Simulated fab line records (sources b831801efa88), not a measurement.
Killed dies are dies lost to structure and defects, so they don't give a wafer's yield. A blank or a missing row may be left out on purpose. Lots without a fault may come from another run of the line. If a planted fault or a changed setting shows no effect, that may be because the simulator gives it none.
Which tool did it? / flow sky130 / 15 lots, 42 wafers sampled, at 4 steps of a route of 708

WHAT EACH GAUGE READ, for each wafer
SKY_FIELD_ISO_THK_MEAS_25. Usual: for FIELD_ISO_CVD_24_THK the level is 596 nm and the standard deviation is 5.9.
lot=L774; measured=day 2 08:08; on=film_metro-01; FIELD_ISO_CVD_24_THK (nm)=591 594 591; flag=
lot=L775; measured=day 2 13:28; on=film_metro-01; FIELD_ISO_CVD_24_THK (nm)=594 590 597; flag=
lot=L776; measured=day 2 19:22; on=film_metro-02; FIELD_ISO_CVD_24_THK (nm)=591 591 590; flag=
lot=L777; measured=day 2 23:44; on=film_metro-01; FIELD_ISO_CVD_24_THK (nm)=595 601 601; flag=
lot=L778; measured=day 3 06:24; on=film_metro-02; FIELD_ISO_CVD_24_THK (nm)=599 596 597; flag=
lot=L779; measured=day 3 09:16; on=film_metro-01; FIELD_ISO_CVD_24_THK (nm)=608 606 601; flag=
lot=L782; measured=day 4 03:05; on=film_metro-01; FIELD_ISO_CVD_24_THK (nm)=594 606; flag=
lot=L784; measured=day 4 11:28; on=film_metro-04; FIELD_ISO_CVD_24_THK (nm)=594 599; flag=
lot=L787; measured=day 5 01:57; on=film_metro-04; FIELD_ISO_CVD_24_THK (nm)=607 604; flag=
lot=L791; measured=day 5 22:45; on=film_metro-01; FIELD_ISO_CVD_24_THK (nm)=590 593 591; flag=
lot=L793; measured=day 6 14:12; on=film_metro-01; FIELD_ISO_CVD_24_THK (nm)=602 593 609; flag=
lot=L794; measured=day 6 17:58; on=film_metro-01; FIELD_ISO_CVD_24_THK (nm)=599 599 591; flag=
lot=L795; measured=day 7 02:14; on=film_metro-04; FIELD_ISO_CVD_24_THK (nm)=588 587 592; flag=
lot=L796; measured=day 7 05:27; on=film_metro-04; FIELD_ISO_CVD_24_THK (nm)=596 591 595; flag=
lot=L797; measured=day 7 08:19; on=film_metro-02; FIELD_ISO_CVD_24_THK (nm)=585 597 598; flag=

SKY_NWELL_RS_MEAS_29: measures by four-point-probe. Usual: for NWELL_RS the level is 624.4 ohm/sq and the standard deviation is 1.5.
lot=L774; measured=day 5 08:59; on=film_metro-01; NWELL_RS (ohm/sq)=626.7 623.0 623.3; flag=
lot=L775; measured=day 5 13:32; on=film_metro-01; NWELL_RS (ohm/sq)=626.1 623.4 623.7; flag=
lot=L776; measured=day 5 21:41; on=film_metro-03; NWELL_RS (ohm/sq)=624.6 626.6 625.9; flag=
lot=L777; measured=day 6 01:09; on=film_metro-02; NWELL_RS (ohm/sq)=623.6 623.6 623.2; flag=
lot=L778; measured=day 6 08:34; on=film_metro-03; NWELL_RS (ohm/sq)=625.7 624.7 622.4; flag=
lot=L779; measured=day 6 11:47; on=film_metro-02; NWELL_RS (ohm/sq)=625.5 626.4 626.4; flag=
lot=L782; measured=day 7 08:20; on=film_metro-01; NWELL_RS (ohm/sq)=622.9 623.7; flag=
lot=L784; measured=day 7 19:35; on=film_metro-03; NWELL_RS (ohm/sq)=624.2 623.8; flag=
lot=L787; measured=day 8 18:34; on=film_metro-02; NWELL_RS (ohm/sq)=624.2 622.1; flag=
lot=L791; measured=day 9 15:33; on=film_metro-03; NWELL_RS (ohm/sq)=625.7 626.2 626.9; flag=
lot=L793; measured=day 10 05:04; on=film_metro-03; NWELL_RS (ohm/sq)=625.7 624.8 625.2; flag=
lot=L794; measured=day 10 11:41; on=film_metro-01; NWELL_RS (ohm/sq)=622.1 622.4 621.3; flag=
lot=L795; measured=day 10 20:35; on=film_metro-02; NWELL_RS (ohm/sq)=624.0 623.6 625.3; flag=
lot=L796; measured=day 11 01:34; on=film_metro-01; NWELL_RS (ohm/sq)=624.5 625.0 623.0; flag=
lot=L797; measured=day 11 12:21; on=film_metro-03; NWELL_RS (ohm/sq)=625.1 624.2 625.0; flag=

SKY_VT_ADJUST_NCORE_CD_MEAS_07: target cd 380 nm. Usual: cd_nm at 379.2 nm, with a standard deviation of 2.6.
lot=L774; measured=day 8 13:53; on=cd_sem-01; cd_nm (nm)=379.5 381.2 379.7; flag=
lot=L775; measured=day 8 18:14; on=cd_sem-02; cd_nm (nm)=379.9 378.4 378.6; flag=
lot=L776; measured=day 9 05:08; on=cd_sem-02; cd_nm (nm)=376.7 374.9 376.1; flag=
lot=L777; measured=day 9 09:11; on=cd_sem-02; cd_nm (nm)=377.4 377.7 378.1; flag=
lot=L778; measured=day 9 18:49; on=cd_sem-02; cd_nm (nm)=380.6 379.9 381.2; flag=
lot=L779; measured=day 9 21:49; on=cd_sem-01; cd_nm (nm)=380.7 378.6 379.4; flag=
lot=L782; measured=day 10 22:26; on=cd_sem-01; cd_nm (nm)=376.7 376.4; flag=
lot=L784; measured=day 11 11:47; on=cd_sem-01; cd_nm (nm)=376.6 380.2; flag=
lot=L787; measured=day 12 15:19; on=cd_sem-02; cd_nm (nm)=378.9 379.6; flag=
lot=L791; measured=day 13 16:14; on=cd_sem-02; cd_nm (nm)=375.6 377.9 374.4; flag=
lot=L793; measured=day 14 07:25; on=cd_sem-01; cd_nm (nm)=381.5 378.3 380.4; flag=
lot=L794; measured=day 14 14:21; on=cd_sem-01; cd_nm (nm)=375.7 377.9 376.6; flag=
lot=L795; measured=day 15 00:37; on=cd_sem-01; cd_nm (nm)=378.9 380.9 378.2; flag=
lot=L796; measured=day 15 07:01; on=cd_sem-01; cd_nm (nm)=379.3 381.1 378.1; flag=
lot=L797; measured=day 15 19:47; on=cd_sem-01; cd_nm (nm)=376.5 379.5 377.8; flag=

TOOL THAT RAN EACH LOT (tool first, then ch and the chambers of the sampled wafers, then the start)
lot=L774; SKY_VT_ADJUST_HVTP_SOFTBAKE_03=litho_track-03 ch 0, day 5 17:32
lot=L775; SKY_VT_ADJUST_HVTP_SOFTBAKE_03=litho_track-04 ch 0, day 5 21:59
lot=L776; SKY_VT_ADJUST_HVTP_SOFTBAKE_03=litho_track-04 ch 0, day 6 06:59
lot=L777; SKY_VT_ADJUST_HVTP_SOFTBAKE_03=litho_track-01 ch 0, day 6 10:45
lot=L778; SKY_VT_ADJUST_HVTP_SOFTBAKE_03=litho_track-04 ch 0, day 6 18:28
lot=L779; SKY_VT_ADJUST_HVTP_SOFTBAKE_03=litho_track-01 ch 0, day 6 21:08
lot=L782; SKY_VT_ADJUST_HVTP_SOFTBAKE_03=litho_track-04 ch 0, day 7 18:08
lot=L784; SKY_VT_ADJUST_HVTP_SOFTBAKE_03=litho_track-04 ch 0, day 8 05:29
lot=L787; SKY_VT_ADJUST_HVTP_SOFTBAKE_03=litho_track-04 ch 0, day 9 05:34
lot=L791; SKY_VT_ADJUST_HVTP_SOFTBAKE_03=litho_track-01 ch 0, day 10 02:51
lot=L793; SKY_VT_ADJUST_HVTP_SOFTBAKE_03=litho_track-03 ch 0, day 10 16:19
lot=L794; SKY_VT_ADJUST_HVTP_SOFTBAKE_03=litho_track-01 ch 0, day 10 23:18
lot=L795; SKY_VT_ADJUST_HVTP_SOFTBAKE_03=litho_track-01 ch 0, day 11 08:29
lot=L796; SKY_VT_ADJUST_HVTP_SOFTBAKE_03=litho_track-04 ch 0, day 11 13:25
lot=L797; SKY_VT_ADJUST_HVTP_SOFTBAKE_03=litho_track-04 ch 0, day 12 00:32
- SKY_VT_ADJUST_HVTP_SOFTBAKE_03: time 60 s.

AS READ BY THE TOOLS THEMSELVES (means over the sampled wafers that have a number; for cases with no such wafer, the mark the record gives instead)
SKY_VT_ADJUST_HVTP_SOFTBAKE_03. Usual: resist_line_temp_C 23.03 C, standard deviation 0.12; run_length_s 89.1 s, standard deviation 0.37.
lot=L774; tool=litho_track-03; resist_line_temp_C (C)=23.28; run_length_s (s)=88.9; flag=
lot=L775; tool=litho_track-04; resist_line_temp_C (C)=23.09; run_length_s (s)=89.6; flag=
lot=L776; tool=litho_track-04; resist_line_temp_C (C)=23.00; run_length_s (s)=89.6; flag=
lot=L777; tool=litho_track-01; resist_line_temp_C (C)=23.13; run_length_s (s)=88.8; flag=
lot=L778; tool=litho_track-04; resist_line_temp_C (C)=22.87; run_length_s (s)=89.6; flag=
lot=L779; tool=litho_track-01; resist_line_temp_C (C)=23.01; run_length_s (s)=88.8; flag=
lot=L782; tool=litho_track-04; resist_line_temp_C (C)=23.03; run_length_s (s)=106.2; flag=OFF
lot=L784; tool=litho_track-04; resist_line_temp_C (C)=22.97; run_length_s (s)=106.1; flag=OFF
lot=L787; tool=litho_track-04; resist_line_temp_C (C)=22.95; run_length_s (s)=97.8; flag=OFF
lot=L791; tool=litho_track-01; resist_line_temp_C (C)=23.07; run_length_s (s)=88.6; flag=
lot=L793; tool=litho_track-03; resist_line_temp_C (C)=23.04; run_length_s (s)=89.0; flag=
lot=L794; tool=litho_track-01; resist_line_temp_C (C)=22.84; run_length_s (s)=88.8; flag=
lot=L795; tool=litho_track-01; resist_line_temp_C (C)=22.93; run_length_s (s)=88.9; flag=
lot=L796; tool=litho_track-04; resist_line_temp_C (C)=22.97; run_length_s (s)=89.5; flag=
lot=L797; tool=litho_track-04; resist_line_temp_C (C)=22.96; run_length_s (s)=89.5; flag=

THE ANSWER, worked out from the rows above alone
Rule: take the mean of a lot's wafers that have a number; if it is more than 3 standard deviations from the usual mean, the lot is off. Also off: a lot with no number at a reading for which 4 or more lots have one. Any other lot the step has rows for is counted as sound. Order of review: gauges by route order, followed by the tools' own readings, for which a lot's mean as printed above is used. The first step at which some lot is off is used, and at that step the reading that is off furthest; a lot without a number counts as furthest.
Off, at SKY_VT_ADJUST_HVTP_SOFTBAKE_03 on run_length_s: L782, L784, L787.
If a tool, at that step or one of the process steps before it, ran each lot that is off and ran no sound lot following the first of them, it fits. Of those tried, none fits.

WHAT THE SIMULATOR HAD PUT IN
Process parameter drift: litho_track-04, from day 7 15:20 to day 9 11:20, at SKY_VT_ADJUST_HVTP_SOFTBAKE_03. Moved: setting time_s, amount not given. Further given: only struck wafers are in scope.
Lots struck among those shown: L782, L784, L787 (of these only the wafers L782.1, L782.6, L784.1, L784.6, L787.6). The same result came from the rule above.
